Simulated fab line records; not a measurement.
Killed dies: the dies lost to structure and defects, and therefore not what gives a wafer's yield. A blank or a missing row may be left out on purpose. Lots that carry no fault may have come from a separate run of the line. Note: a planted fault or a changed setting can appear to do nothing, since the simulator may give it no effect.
Which tool did it? :: flow gf180mcu :: 12 lots with 36 wafers sampled at 4 steps, on a route of 602 steps

WHAT EACH GAUGE READ, for each wafer
GF_V5_THK_MEAS_03.
lot: L075
measured: day 26 09:11
on: film metro-03
V5_CVD_02_THK (nm): 1405 1423 1445

lot: L077
measured: day 27 06:52
on: film metro-04
V5_CVD_02_THK (nm): 1430 1434 1461

lot: L079
measured: day 27 19:38
on: film metro-03
V5_CVD_02_THK (nm): 1445 1430 1464

lot: L081
measured: day 28 19:40
on: film metro-03
V5_CVD_02_THK (nm): 1441 1467 1471

lot: L083
measured: day 29 01:15
on: film metro-02
V5_CVD_02_THK (nm): 1416 1431 1461

lot: L085
measured: day 29 21:01
on: film metro-03
V5_CVD_02_THK (nm): 1437 1448 1452

lot: L087
measured: day 30 11:49
on: film metro-03
V5_CVD_02_THK (nm): 1448 1477 1458

lot: L089
measured: day 31 04:16
on: film metro-03
V5_CVD_02_THK (nm): 1420 1428 1433

lot: L091
measured: day 31 12:49
on: film metro-03
V5_CVD_02_THK (nm): 1434 1445 1483

lot: L093
measured: day 32 01:42
on: film metro-04
V5_CVD_02_THK (nm): 1457 1427 1451

lot: L095
measured: day 32 10:37
on: film metro-03
V5_CVD_02_THK (nm): 1410 1442 1452

lot: L097
measured: day 33 00:41
on: film metro-03
V5_CVD_02_THK (nm): 1485 1522 1470

WHICH TOOL RAN EACH LOT (tool, then ch and the chambers of the sampled wafers, then the start)
lot: L075
GF_V1_STRIP_18: plasma asher-03 ch 0, day 18 08:26
GF_MIM_CVD_05: pecvd-04 ch 0,1,2, day 24 12:46
GF_MIM_STRIP_20: plasma asher-02 ch 0, day 25 10:31

lot: L077
GF_V1_STRIP_18: plasma asher-03 ch 0,1, day 19 07:04
GF_MIM_CVD_05: pecvd-04 ch 0,1,2, day 25 11:26
GF_MIM_STRIP_20: plasma asher-02 ch 0,1, day 26 08:29

lot: L079
GF_V1_STRIP_18: plasma asher-03 ch 1, day 19 21:48
GF_MIM_CVD_05: pecvd-02 ch 0,1, day 26 01:40
GF_MIM_STRIP_20: plasma asher-04 ch 0,1, day 26 22:37

lot: L081
GF_V1_STRIP_18: plasma asher-02 ch 0,1, day 20 23:38
GF_MIM_CVD_05: pecvd-04 ch 0,2, day 27 01:37
GF_MIM_STRIP_20: plasma asher-04 ch 0,1, day 27 22:16

lot: L083
GF_V1_STRIP_18: plasma asher-02 ch 0,1, day 21 08:58
GF_MIM_CVD_05: pecvd-04 ch 0,2, day 27 08:59
GF_MIM_STRIP_20: plasma asher-03 ch 1, day 28 04:50

lot: L085
GF_V1_STRIP_18: plasma asher-01 ch 0,1, day 22 07:19
GF_MIM_CVD_05: pecvd-02 ch 0,2, day 28 05:09
GF_MIM_STRIP_20: plasma asher-03 ch 0,1, day 29 00:41

lot: L087
GF_V1_STRIP_18: plasma asher-01 ch 0,1, day 23 02:59
GF_MIM_CVD_05: pecvd-04 ch 1,2, day 28 20:41
GF_MIM_STRIP_20: plasma asher-02 ch 0,1, day 29 15:52

lot: L089
GF_V1_STRIP_18: plasma asher-03 ch 0,1, day 24 01:13
GF_MIM_CVD_05: pecvd-02 ch 0,1,2, day 29 14:29
GF_MIM_STRIP_20: plasma asher-02 ch 0,1, day 30 09:01

lot: L091
GF_V1_STRIP_18: plasma asher-03 ch 0,1, day 24 09:23
GF_MIM_CVD_05: pecvd-01 ch 0,1, day 29 23:33
GF_MIM_STRIP_20: plasma asher-02 ch 0,1, day 30 17:47

lot: L093
GF_V1_STRIP_18: plasma asher-02 ch 0,1, day 25 04:47
GF_MIM_CVD_05: pecvd-02 ch 0,1, day 30 13:46
GF_MIM_STRIP_20: plasma asher-02 ch 0,1, day 31 07:22

lot: L095
GF_V1_STRIP_18: plasma asher-02 ch 0,1, day 25 11:41
GF_MIM_CVD_05: pecvd-04 ch 0,1, day 30 22:41
GF_MIM_STRIP_20: plasma asher-03 ch 0,1, day 31 16:01

lot: L097
GF_V1_STRIP_18: plasma asher-02 ch 0,1, day 26 05:47
GF_MIM_CVD_05: pecvd-01 ch 1,2, day 31 13:45
GF_MIM_STRIP_20: plasma asher-03 ch 0,1, day 32 06:45
- GF_V1_STRIP_18: strips in O2/N2.
- GF_MIM_CVD_05: deposits Si3N4, target thk 42 nm, time 29.086 s.
- GF_MIM_STRIP_20: strips in O2/N2.

THE ANSWER, worked out from the rows above alone
Rule: usual is defined by the lots themselves. The widest of any qualifying gaps counts: lots, ordered by their means at a reading, are off when they make up no more than a third of the lots, leave a main group of 4 or more, and stand apart from it by 3 or more times the standard deviation of that group's means. If all means in a main group match to the digits the tables above print for the reading, that group is not used. A lot without any number at a reading at which 4 lots or more have one is off too. All remaining lots with rows at the step are treated as sound.
Across all readings shown, no lot is off: no conclusion can be drawn from this.

WHAT THE SIMULATOR PUT IN
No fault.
